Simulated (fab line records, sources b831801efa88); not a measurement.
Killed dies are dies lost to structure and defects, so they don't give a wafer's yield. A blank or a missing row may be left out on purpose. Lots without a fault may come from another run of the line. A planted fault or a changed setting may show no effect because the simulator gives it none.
One fault seen from 2 desks | flow gf180mcu | each desk has only its own numbers; what lay behind them comes last

THE TOOL OWNER'S DESK: pecvd-02
The tool's own readings at GF_PASSIVATION_CVD_00 (deposits SiO2 from TEOS, target thk 1000 nm, time 111.95 s): means of the sampled wafers that have a number, for each lot that ran on this tool. A lot is out of limits, marked OUT, if its mean lies more than 4 standard deviations from the usual mean; the brackets give that distance.
Columns: A = heater_power_w at GF_PASSIVATION_CVD_00, usual 645 W
lot  | first seen here | A
L878 | day 28 00:10    | 587
L883 | day 30 01:05    | 665
L887 | day 31 07:52    | 641
L891 | day 32 00:47    | 620
L892 | day 32 13:47    | 530
L893 | day 32 22:29    | 610
This desk's finding: nothing out of limits on any of the 6 lots.

THE METROLOGY DESK
What the gauges read, lot by lot, whatever tool the lot ran on: means of the sampled wafers that have a number. A lot is out of limits, marked OUT, if its mean lies more than 4 standard deviations from the usual mean; the brackets give that distance.
Columns: A = TOP_METAL_ALCU_THK at GF_TOP_METAL_THK_MEAS_06, usual 898 nm; B = PASSIVATION_CVD_00_THK at GF_PASSIVATION_THK_MEAS_01, usual 998 nm
lot  | first seen here | A   | B
L878 | day 27 03:02    | 910 | 996
L883 | day 29 06:02    | 889 | 993
L885 | day 30 04:01    | 886 | 990
L886 | day 30 08:56    | 898 | 1004
L887 | day 30 12:44    | 905 | 998
L891 | day 31 06:41    | 885 | 891 (-8.9) OUT
L892 | day 31 20:13    | 900 | 891 (-8.9) OUT
L893 | day 32 04:39    | 889 | 795 (-17) OUT
L898 | day 33 12:39    | 913 | 994
L900 | day 33 15:06    | 907 | 1013
L896 | day 33 16:19    | 907 | 1003
L901 | day 34 06:24    | 878 | 998
This desk's finding: out of limits on L891, L892, L893; first on L891, day 32 00:52 (PASSIVATION_CVD_00_THK at GF_PASSIVATION_THK_MEAS_01). In limits: L878, L883, L885, L886, L887, L898, L900, L896, L901.

PUT TOGETHER
The metrology desk could have raised an alarm at day 32 00:52, on L891, L892, L893.
The tool owner's desk saw nothing out of limits.
The tool owner's desk has L891, L892, L893 on record, within its limits.
Of the lots named, all ran GF_PASSIVATION_CVD_00 on pecvd-02.

WHAT THE SIMULATOR HAD PUT IN
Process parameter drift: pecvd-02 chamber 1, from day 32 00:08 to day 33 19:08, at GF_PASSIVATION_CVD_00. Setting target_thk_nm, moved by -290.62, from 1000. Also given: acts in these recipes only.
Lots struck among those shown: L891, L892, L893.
Hours from the fault's start to each desk's first reading out of limits: the metrology desk, 1.
